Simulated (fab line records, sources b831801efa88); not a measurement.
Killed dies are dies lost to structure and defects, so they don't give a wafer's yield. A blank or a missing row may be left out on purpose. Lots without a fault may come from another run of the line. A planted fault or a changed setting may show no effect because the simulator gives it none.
Which tool did it? | flow sky130 | 11 lots, 33 wafers sampled, at 2 steps of a route of 708

WHAT THE GAUGES READ, wafer by wafer
SKY_METAL2_CD_MEAS_15: target cd 140 nm. Usual: cd_nm 139.9 nm, standard deviation 1.6.
lot  | measured     | on        | cd_nm (nm)        | flag
L121 | day 35 16:04 | cd_sem-02 | 138.4 139.6 138.2 |
L122 | day 35 23:13 | cd_sem-01 | 140.8 140.9 141.3 |
L127 | day 37 13:55 | cd_sem-01 | 143.4 144.2 143.3 |
L129 | day 38 11:50 | cd_sem-02 | 139.8 140.8 139.2 |
L130 | day 38 15:07 | cd_sem-02 | 139.0 139.6 137.3 |
L133 | day 39 09:08 | cd_sem-01 | 139.5 138.6 138.4 |
L136 | day 40 09:19 | cd_sem-01 | 141.5 141.0 140.9 |
L138 | day 40 18:34 | cd_sem-01 | 139.6 138.3 137.4 |
L139 | day 40 23:26 | cd_sem-02 | 141.2 141.4 140.6 |
L140 | day 41 05:26 | cd_sem-02 | 140.8 139.9 140.0 |
L142 | day 43 05:17 | cd_sem-02 | 140.3 139.8 140.1 |

SKY_METAL2_OVL_MEAS_16. Usual: METAL2_OVL 0 nm, standard deviation 5.1.
lot  | measured     | on         | METAL2_OVL (nm) | flag
L121 | day 35 16:08 | overlay-01 | -5 -3 -3        |
L122 | day 35 23:20 | overlay-01 | -8 -11 -5       |
L127 | day 37 14:02 | overlay-02 | 5 -2 2          |
L129 | day 38 11:56 | overlay-02 | -1 1 -6         |
L130 | day 38 15:14 | overlay-01 | -1 1 1          |
L133 | day 39 09:15 | overlay-01 | 1 6 2           |
L136 | day 40 09:26 | overlay-01 | -2 0 -4         |
L138 | day 40 18:41 | overlay-02 | -1 0 9          |
L139 | day 40 23:33 | overlay-02 | -3 0 1          |
L140 | day 41 05:33 | overlay-01 | 1 -3 -2         |
L142 | day 43 05:23 | overlay-02 | -1 -3 -3        |

WHICH TOOL RAN EACH LOT (tool, then ch and the chambers of the sampled wafers, then the start)
The record holds no process step before these readings.

WHAT THE TOOLS THEMSELVES READ (means of the sampled wafers that have a number; where no wafer has one, the mark that the record gives instead)
The record holds no such reading with a usual standard deviation.

THE ANSWER, worked out from the rows above alone
Rule: a lot is off if the mean of its wafers that have a number lies more than 3 standard deviations from the usual mean. A lot without any number at a reading at which 4 lots or more have one is off too. The other lots that the step has rows for count as sound. The gauges are gone through in route order, then the tools' own readings, and for those a lot's mean is taken as printed above. The first step at which some lot is off is used, and at that step the reading that is off furthest; a lot without a number counts as furthest.
No lot is off at any reading shown: from this, nothing can be told.

WHAT THE SIMULATOR HAD PUT IN
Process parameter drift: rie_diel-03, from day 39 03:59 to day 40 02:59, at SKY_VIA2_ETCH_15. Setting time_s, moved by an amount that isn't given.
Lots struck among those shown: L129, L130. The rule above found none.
